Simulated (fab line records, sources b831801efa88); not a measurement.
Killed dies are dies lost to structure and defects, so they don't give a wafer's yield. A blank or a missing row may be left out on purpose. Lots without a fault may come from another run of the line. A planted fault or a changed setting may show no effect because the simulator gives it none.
Chamber matching | flow gf180mcu | GF_V3_CVD_02 on pecvd-01: 3 sister chambers
The step deposits SiO2 from TEOS, target thk 850 nm, time 94.851 s. 16 wafers are shown with their chamber, then 8 later ones without.

WAFERS WITH THEIR CHAMBER
wafer  | chamber | heater_power_w (W)
L074.1 | 1       | 805
L074.5 | 2       | 535
L074.6 | 1       | 855
L079.1 | 1       | 843
L079.5 | 0       | 680
L079.6 | 1       | 899
L082.3 | 2       | 550
L082.4 | 0       | 665
L082.6 | 2       | 609
L086.2 | 0       | 711
L086.4 | 0       | 742
L086.5 | 1       | 799
L087.1 | 0       | 595
L087.2 | 1       | 842
L087.6 | 1       | 930
L090.3 | 2       | 583

SIGNATURES (means of the wafers above)
reading        | chamber 0 | chamber 1 | chamber 2 | scatter within a chamber
heater_power_w | 678.60    | 853.29    | 569.25    | 47.3
Rule: a wafer's distance from a chamber is the root of the sum, over the readings, of the square of ((its reading less the chamber's mean) divided by the reading's scatter). The wafer belongs to the nearest chamber; if the next one is less than 2 further off, it can't be placed. The scatter: the root of (the sum of the squares of (reading less its chamber's mean) over the shown wafers, divided by (wafers less chambers)).

WAFERS WITHOUT THEIR CHAMBER
wafer  | heater_power_w (W)
L090.5 | 584
L090.6 | 862
L092.1 | 854
L092.2 | 553
L092.5 | 892
L096.1 | 849
L096.3 | 648
L096.4 | 672

WHICH CHAMBER EACH WENT THROUGH
wafer  | from the rows above     | in truth
L090.5 | can't be placed: 2 or 0 | 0
L090.6 | 1                       | 1
L092.1 | 1                       | 1
L092.2 | 2                       | 2
L092.5 | 1                       | 1
L096.1 | 1                       | 1
L096.3 | can't be placed: 0 or 2 | 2
L096.4 | 0                       | 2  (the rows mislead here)
Placed correctly: 5 of 8. Can't be placed from these rows: 2 (the true chamber is among the candidates in 2). Placed wrongly: 1.
